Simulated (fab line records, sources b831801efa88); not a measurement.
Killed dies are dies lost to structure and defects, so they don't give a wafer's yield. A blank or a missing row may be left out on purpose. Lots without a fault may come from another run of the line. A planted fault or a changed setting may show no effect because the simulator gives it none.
Chamber matching | flow sky130 | SKY_FIELD_ISO_CMP_27 on cmp-01: 4 sister chambers
The step polishes, stops on Si3N4, t overpolish 16 s, target thk 457.8 nm. 16 wafers are shown with their chamber, then 8 later ones without.

WAFERS WITH THEIR CHAMBER
wafer  | chamber | motor_current_A (A) | time_to_endpoint_s (s) | overpolish_run_s (s)
L818.1 | 3       | 13.9                | 111                    | 15.988
L818.4 | 2       | 11.4                | 104                    | 15.996
L818.6 | 0       | 11.6                | 107                    | 16.001
L820.1 | 1       | 12.2                | 108                    | 16.019
L820.2 | 3       | 13.9                | 113                    | 16.012
L820.5 | 3       | 14.2                | 109                    | 15.995
L822.1 | 2       | 11.7                | 101                    | 16.004
L822.2 | 0       | 12.4                | 104                    | 15.986
L822.4 | 1       | 12.6                | 104                    | 15.996
L823.1 | 1       | 12.4                | 110                    | 16.009
L823.3 | 2       | 11.8                | 110                    | 15.989
L823.4 | 3       | 13.9                | 113                    | 16.007
L824.1 | 1       | 12.9                | 108                    | 16.001
L824.3 | 2       | 11.6                | 106                    | 16.002
L824.6 | 2       | 11.7                | 106                    | 15.999
L826.1 | 3       | 13.3                | 110                    | 16.001

SIGNATURES (means of the wafers above)
reading            | chamber 0 | chamber 1 | chamber 2 | chamber 3 | scatter within a chamber
motor_current_A    | 12.000    | 12.525    | 11.640    | 13.840    | 0.304
time_to_endpoint_s | 105.50    | 107.50    | 105.40    | 111.20    | 2.57
overpolish_run_s   | 15.99350  | 16.00625  | 15.99800  | 16.00060  | 0.00873
Rule: a wafer's distance from a chamber is the root of the sum, over the readings, of the square of ((its reading less the chamber's mean) divided by the reading's scatter). The wafer belongs to the nearest chamber; if the next one is less than 2 further off, it can't be placed. The scatter: the root of (the sum of the squares of (reading less its chamber's mean) over the shown wafers, divided by (wafers less chambers)).

WAFERS WITHOUT THEIR CHAMBER
wafer  | motor_current_A (A) | time_to_endpoint_s (s) | overpolish_run_s (s)
L826.2 | 12.2                | 111                    | 15.989
L826.5 | 12.3                | 111                    | 16.001
L832.1 | 12.4                | 110                    | 16.005
L832.2 | 11.6                | 106                    | 16.001
L832.6 | 12.0                | 106                    | 16.003
L836.1 | 12.1                | 104                    | 15.994
L836.3 | 12.0                | 108                    | 15.992
L836.4 | 11.8                | 104                    | 16.009

WHICH CHAMBER EACH WENT THROUGH
wafer  | from the rows above          | in truth
L826.2 | can't be placed: 0 or 1 or 2 | 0
L826.5 | can't be placed: 1 or 0 or 2 | 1
L832.1 | can't be placed: 1 or 0      | 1
L832.2 | can't be placed: 2 or 0      | 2
L832.6 | can't be placed: 0 or 2 or 1 | 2
L836.1 | can't be placed: 0 or 2 or 1 | 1
L836.3 | can't be placed: 0 or 2 or 1 | 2
L836.4 | can't be placed: 2 or 0 or 1 | 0
Placed correctly: 0 of 8. Can't be placed from these rows: 8 (the true chamber is among the candidates in 8). Placed wrongly: 0.
